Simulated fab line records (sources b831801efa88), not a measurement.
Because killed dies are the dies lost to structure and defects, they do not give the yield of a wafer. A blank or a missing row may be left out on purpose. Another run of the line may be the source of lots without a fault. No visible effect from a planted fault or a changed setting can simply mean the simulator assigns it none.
A sampling plan put to the test ; flow gf180mcu ; one line in one fab, 13 faults in these records, each fault weighed on the records of the lots it struck
Plan = the line's own looks (route steps where a gauge or an inspection reads the wafer without altering it). A look can be judged if struck wafers have a number there and the file gives its usual mean and standard deviation on fault-free wafers. Caught: the struck wafers' mean, at a look after the fault's first step, is 4 or more of those standard deviations (sigma) away from the usual mean. On the tool: the test repeated on the tool's own readings taken at the fault's steps. It also counts as caught if the struck wafers ran another recipe or if their record alone is blank.

THE FAULTS, as the simulator had put them in
1. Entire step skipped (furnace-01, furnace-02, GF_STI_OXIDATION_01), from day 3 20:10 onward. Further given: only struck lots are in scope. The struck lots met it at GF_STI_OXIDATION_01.
2. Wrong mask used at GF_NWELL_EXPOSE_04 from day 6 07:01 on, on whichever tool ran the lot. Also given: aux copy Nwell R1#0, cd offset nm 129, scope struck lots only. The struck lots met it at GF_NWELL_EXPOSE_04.
3. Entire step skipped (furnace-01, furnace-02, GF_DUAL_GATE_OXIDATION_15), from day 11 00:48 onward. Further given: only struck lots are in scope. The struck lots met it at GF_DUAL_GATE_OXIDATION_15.
4. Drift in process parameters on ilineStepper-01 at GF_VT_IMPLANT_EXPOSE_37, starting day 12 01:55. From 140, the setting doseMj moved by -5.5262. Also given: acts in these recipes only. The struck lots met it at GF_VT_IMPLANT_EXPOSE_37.
5. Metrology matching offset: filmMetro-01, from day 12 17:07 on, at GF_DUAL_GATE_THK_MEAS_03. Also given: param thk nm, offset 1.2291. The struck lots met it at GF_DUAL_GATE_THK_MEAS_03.
6. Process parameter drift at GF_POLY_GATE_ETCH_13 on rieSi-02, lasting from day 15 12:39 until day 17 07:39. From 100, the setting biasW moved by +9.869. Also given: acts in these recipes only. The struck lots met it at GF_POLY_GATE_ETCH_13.
7. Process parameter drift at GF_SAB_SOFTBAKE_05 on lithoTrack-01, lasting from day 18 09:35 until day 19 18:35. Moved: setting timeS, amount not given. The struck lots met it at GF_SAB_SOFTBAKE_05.
8. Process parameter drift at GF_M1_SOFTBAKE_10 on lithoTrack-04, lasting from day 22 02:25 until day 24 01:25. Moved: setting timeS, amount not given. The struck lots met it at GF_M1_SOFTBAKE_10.
9. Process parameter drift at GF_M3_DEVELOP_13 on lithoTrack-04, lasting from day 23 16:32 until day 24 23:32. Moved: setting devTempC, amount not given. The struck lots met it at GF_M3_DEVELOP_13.
10. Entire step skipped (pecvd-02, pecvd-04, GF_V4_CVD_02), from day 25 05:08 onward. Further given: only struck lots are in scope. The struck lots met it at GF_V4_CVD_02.
11. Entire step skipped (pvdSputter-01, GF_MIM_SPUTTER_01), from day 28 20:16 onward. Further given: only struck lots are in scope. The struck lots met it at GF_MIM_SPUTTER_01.
12. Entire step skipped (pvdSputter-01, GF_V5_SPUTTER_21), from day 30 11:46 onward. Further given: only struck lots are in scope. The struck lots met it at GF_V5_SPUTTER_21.
13. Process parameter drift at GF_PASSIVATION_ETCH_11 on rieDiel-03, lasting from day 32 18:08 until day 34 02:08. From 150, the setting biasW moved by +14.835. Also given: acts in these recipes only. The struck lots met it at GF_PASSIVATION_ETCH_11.

WHAT THE PLAN SAW
fault;on the tool itself;first look that catches it;reading, sigma;median hours from its first step to that look;hours from the fault's start to the first struck lot there;judged looks passed uncaught
1;the tool's record is blank for the struck wafers;not the one look that can be judged after it;-;-;-;1
2;no reading that can be judged;not the one look that can be judged after it;-;-;-;1
3;the tool's record is blank for the struck wafers;no look after it can be judged;-;-;-;0
4;exposureDoseMJCm2 -36 sigma;none of the 3 looks that can be judged after it;-;-;-;3
5;DUAL_GATE_OXIDATION_00_THK +6.4 sigma;no look after it can be judged;-;-;-;0
6;biasW +34 sigma;not the one look that can be judged after it;-;-;-;1
7;runLengthS +99 or beyond sigma;not the one look that can be judged after it;-;-;-;1
8;runLengthS +19 sigma;no look after it can be judged;-;-;-;0
9;developerTempC -7.9 sigma;none of the 2 looks that can be judged after it;-;-;-;2
10;the tool's record is blank for the struck wafers;no look after it can be judged;-;-;-;0
11;the tool's record is blank for the struck wafers;no look after it can be judged;-;-;-;0
12;the tool's record is blank for the struck wafers;not the one look that can be judged after it;-;-;-;1
13;biasW +31 sigma;no look after it can be judged;-;-;-;0
A dash: this means the fault isn't caught or the number doesn't appear in these records.

Caught at a look: 0 of 13. Caught on the tool: 12 of 13. By one or the other: 12 of 13.
Faults 1, 3, 4, 5, 6, 7, 8, 9, 10, 11, 12, 13 were caught on the tool alone.
Caught by neither: fault 2.
